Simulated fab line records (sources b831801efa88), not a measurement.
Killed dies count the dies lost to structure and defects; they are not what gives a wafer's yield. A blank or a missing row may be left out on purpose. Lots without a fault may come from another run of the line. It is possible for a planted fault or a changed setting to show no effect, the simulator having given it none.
Comparing a struck lot with a sound one -- flow sfqLine -- 17 out of 325 route steps
Sound: these wafers, L232.1, L232.3, L232.4. Wafers L248.1, L248.2, L248.6 were the ones struck. The cause is named last.
Each step with rows lists, per side, the tool, then ch with its chambers, then its first start. Under that, the readings that differ: sound wafers -- struck wafers -- difference of the means -- sigmas: that difference in standard deviations of wafers without a fault.
alike: same words and numbers on both sides, and readings whose means sit less than 2 such deviations apart. not compared: any withheld reading, any reading some wafer has no value for, any bound like >300 that may hide the same value, and any number with overlapping values for which the record gives no deviation.
Wherever a step has rows on one side only, a row that says differs or no value, or a row with sigmas, the two part there. Non-overlapping numbers with no deviation appear without sigmas and do not part them. Lack of a reading on every wafer of one side parts them only where that side has two or more wafers.

first, 4 steps without rows for these wafers: SFQ_TRILAYER_I5_LITHO_SOFTBAKE_148; SFQ_TRILAYER_I5_LITHO_EXPOSE_145 (exposes mask I5, target cd 700 nm); SFQ_TRILAYER_I5_LITHO_PEB_147 (peb time 60 s); SFQ_TRILAYER_I5_LITHO_DEVELOP_146 (time 60 s).
SFQ_I5_OVL_MEAS_936:
  sound on overlay-01, day 59 03:06; struck on overlay-02, day 69 06:50
  alike: I5_OVL
SFQ_TRILAYER_I5_BARC_OPEN_VIA_ETCH_200: etches BARC in O2, target depth 125 nm, time 41.7 s.
  sound on rieDiel-03 ch 0,1,3, day 59 03:08; struck on rieDiel-04 ch 1,2,3, day 69 06:53
  alike: chamberPressureMTorr, drypumpMotorCurrentA, oesProductAu
  not compared: rfHoursCounterH
SFQ_TRILAYER_I5_ETCH_VIA_ETCH_147: etches the open film in CHF3, stops on Nb, target depth 360 nm.
  sound on rieDiel-03 ch 0,1,3, day 59 03:10; struck on rieDiel-04 ch 1,2,3, day 69 06:55
  alike: chamberPressureMTorr, drypumpMotorCurrentA, oesProductAu
SFQ_TRILAYER_I5_STRIP_STRIP_148: strips in O2.
  sound on rieMetal-01 ch 0,1, day 59 03:19; struck on rieMetal-03 ch 0,1, day 69 07:04
  alike: chamberPressureMTorr, drypumpMotorCurrentA, oesProductAu
  not compared: rfHoursCounterH
then, 4 steps without rows for these wafers: SFQ_TRILAYER_I5_STRIP_SOLV_CLEAN_149 (cleans in NMP, time 600 s); SFQ_TRILAYER_C5_LITHO_COAT_156 (resist thk 62 nm); SFQ_TRILAYER_C5_LITHO_COAT_151 (resist thk 656.7 nm); SFQ_TRILAYER_C5_LITHO_SOFTBAKE_155.
-- the record jumps here: 3 days lie between the struck wafers' starts before and after --
SFQ_TRILAYER_C5_LITHO_EXPOSE_152: exposes mask C5, target cd 500 nm.
  sound on krfScanner-01 ch 0, day 63 18:10; struck on krfScanner-01 ch 0, day 72 13:11
reading,sound,struck,difference,sigmas
model.C5.overlayXNm (nm),4.446 4.446 4.446,78.67 78.67 78.67,+74.22,
  alike: mask
then, 2 steps without rows for these wafers: SFQ_TRILAYER_C5_LITHO_PEB_154 (peb time 60 s); SFQ_TRILAYER_C5_LITHO_DEVELOP_153 (time 60 s).
SFQ_C5_OVL_MEAS_937:
  sound on overlay-02, day 63 19:40; struck on overlay-02, day 72 14:41
reading,sound,struck,difference,sigmas
C5_OVL (nm),1 4 10,91 87 84,+82,+15
SFQ_TRILAYER_C5_BARC_OPEN_VIA_ETCH_210: etches BARC in O2, target depth 125 nm, time 41.7 s.
  sound on rieDiel-03 ch 0,1,3, day 63 19:43; struck on rieDiel-03 ch 0,1,3, day 72 14:44
  alike: chamberPressureMTorr, drypumpMotorCurrentA, oesProductAu
  not compared: rfHoursCounterH

== WHERE THEY PART ==
At SFQ_C5_OVL_MEAS_937 and nowhere else, as far as this record goes. Later steps at which nothing parts them and some readings are alike: SFQ_TRILAYER_C5_BARC_OPEN_VIA_ETCH_210.

WHY: whatever the simulator had introduced
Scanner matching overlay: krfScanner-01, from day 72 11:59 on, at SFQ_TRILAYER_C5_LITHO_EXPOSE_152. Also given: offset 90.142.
